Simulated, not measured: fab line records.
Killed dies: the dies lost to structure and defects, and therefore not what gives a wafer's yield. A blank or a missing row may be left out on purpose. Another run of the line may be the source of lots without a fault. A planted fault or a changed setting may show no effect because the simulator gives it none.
Which tool did it?    flow sky130    39 wafers sampled from 13 lots at 1 step of a route of 708

## WHAT THE GAUGES READ, wafer by wafer
SKY_METAL2_CD_MEAS_15: the cd target is 140 nm.
lot   measured      on         cd_nm (nm)
L478  day 34 23:48  cd_sem-02  139.9 139.4 139.0
L480  day 36 06:09  cd_sem-02  141.6 141.0 141.6
L481  day 36 11:04  cd_sem-02  139.9 139.5 138.5
L486  day 38 02:54  cd_sem-02  140.6 139.1 140.6
L487  day 38 09:37  cd_sem-01  138.7 140.4 139.9
L489  day 38 15:51  cd_sem-01  142.2 142.3 141.1
L493  day 40 08:32  cd_sem-01  140.5 139.1 140.7
L494  day 40 16:55  cd_sem-02  139.4 140.4 140.6
L496  day 40 17:53  cd_sem-01  142.5 141.8 141.7
L497  day 41 05:44  cd_sem-01  138.8 139.0 140.0
L498  day 41 06:56  cd_sem-01  139.8 141.2 140.3
L500  day 41 10:40  cd_sem-02  140.7 141.0 140.9
L501  day 42 03:27  cd_sem-01  142.6 142.5 142.3

## EACH LOT AND THE TOOL THAT RAN IT (in order: tool; ch and the chambers of the sampled wafers; start)
The record shows no process step preceding these readings.

## WHAT THE TOOLS THEMSELVES READ (means of the sampled wafers that have a number; where no wafer has one, the mark that the record gives instead)
The record holds no such reading with a usual standard deviation.

## THE ANSWER, worked out from the rows above alone
Rule: the usual values come from the lots themselves. Put in order of their means at a reading, lots are off if they are a third of the lots or fewer, leave a main group of 4 or more, and stand apart from it by a gap of 3 or more times the standard deviation of the main group's means; of several such gaps the widest counts. The tables above print the reading to a certain number of digits; a main group whose means all agree to those digits is not used. Also off: a lot with no number at a reading for which 4 or more lots have one. Where the step has rows for the other lots, those lots are counted as sound. The gauges are gone through in route order, then the tools' own readings, and for those a lot's mean is taken as printed above. The first step at which some lot is off is used, and at that step the reading that is off furthest; a lot without a number counts as furthest.
Across all readings shown, no lot is off: no conclusion can be drawn from this.

## WHAT HAD BEEN PUT IN BY THE SIMULATOR
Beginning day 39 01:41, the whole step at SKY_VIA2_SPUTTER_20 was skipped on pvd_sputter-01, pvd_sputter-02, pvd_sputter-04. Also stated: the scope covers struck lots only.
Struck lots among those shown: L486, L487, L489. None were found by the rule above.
